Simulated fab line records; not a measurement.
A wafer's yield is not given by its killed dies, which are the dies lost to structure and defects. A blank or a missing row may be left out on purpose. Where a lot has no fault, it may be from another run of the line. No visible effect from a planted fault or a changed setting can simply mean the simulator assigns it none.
Problem report, 8D (eight disciplines) form, completed by code -- flow sky130 -- the parts of the form that need people (team, actions taken, sign-off) are left out

== 1. WHAT IS WRONG ==
At SKY_PAD_OPEN_PROBE_99, killed_at_M4_up averages 59.7 over 6 wafers from 2 lots, while fault-free wafers read 3.1, standard deviation 1.9. Measured from the usual mean, that is +30 standard deviations.
First seen on wafer L295.3, day 48 18:47, on prober-01. Wafers with a number at this step in the record: 6, from 2 lots. Rule for "out" (also "out of limits"): further than 4 standard deviations from the usual mean. The rest of the wafers with a number are treated as sound.

== 2. WHAT IT IS, AND WHAT IT ISN'T ==
question,is,is not
which readings at this step,"killed_at_M4_up, defect limited yield, killed dies, sort_bin_3_pad_short, sort n pass, sort yield pct","killed_at_M0_to_M3, killed at contacts, killed at front end, killed at other, killed open, killed short"
which lots,"L295, L301",-
which wafers of those lots,all that have a number,-
read on which tools,"prober-01, prober-02",-
when,from day 48 18:47,up to then (0 sound wafers)

== 3. THE SUSPECTS, EACH WITH WHAT RULES IT OUT ==
Counting: a tool at a process step up to the reading stays a suspect if it ran every lot that is out and no sound lot after the first of them.
- rie metal-01 at SKY_METAL4_METAL_ETCH_18 (etches the open film in Cl2/BCl3, stops on SiO2, target depth 845 nm, time 183.1 s): kept. It ran every lot that is out, first L295 (day 45 08:38), and no sound lot after that.
After counting, what remains is rie metal-01 at SKY_METAL4_METAL_ETCH_18.

== 4. THE CAUSE (what the simulator had put in) ==
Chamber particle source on rie metal-01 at SKY_METAL4_METAL_ETCH_18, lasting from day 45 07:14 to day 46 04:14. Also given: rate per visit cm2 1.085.
This tool alone remained once counting was done.

== 5. SEQUENCE OF EFFECTS, ordered by route ==
Each row: a reading whose mean over the struck wafers that have a number lies more than 3 standard deviations from the usual. Only readings whose record carries a usual standard deviation are examined. hours: median over the lots of the time between each lot's start at the first step of this table that gives one and its start at this step. sigmas: the change, counted in usual standard deviations.
hours,step,reading,usual,on struck wafers,change,sigmas
0,SKY_PAD_OPEN_PROBE_99,defect limited yield,82.5 %,71.6,-10.9,-5.7
0,SKY_PAD_OPEN_PROBE_99,killed_at_M4_up,3.1,59.7,+56.6,+30
0,SKY_PAD_OPEN_PROBE_99,killed dies,86,140,+54,+5.9
0,SKY_PAD_OPEN_PROBE_99,sort_bin_3_pad_short,0.8 %,3.1,+2.3,+5.7
0,SKY_PAD_OPEN_PROBE_99,sort_bin_5_function,10.6 %,18.0,+7.4,+4.9
0,SKY_PAD_OPEN_PROBE_99,sort n pass,406,352,-54,-5.9
0,SKY_PAD_OPEN_PROBE_99,sort yield pct,82.5 %,71.6,-10.9,-5.7
It contains these process steps:
- SKY_PAD_OPEN_PROBE_99

== 6. WHAT WOULD HAVE CAUGHT IT SOONER ==
First out-of-limits reading in this record: day 48 18:47, which is 84 hours after fault onset at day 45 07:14.
An alarm limit of 4 standard deviations would not have fired on the tool readings at SKY_METAL4_METAL_ETCH_18 for which the record gives a usual standard deviation, since none of them was out on any struck wafer.
The start of SKY_METAL4_METAL_ETCH_18 on rie metal-01 came by day 48 18:47 for every one of the lots that are out (2). Had the tool been put on hold then, not one of them would have been saved.
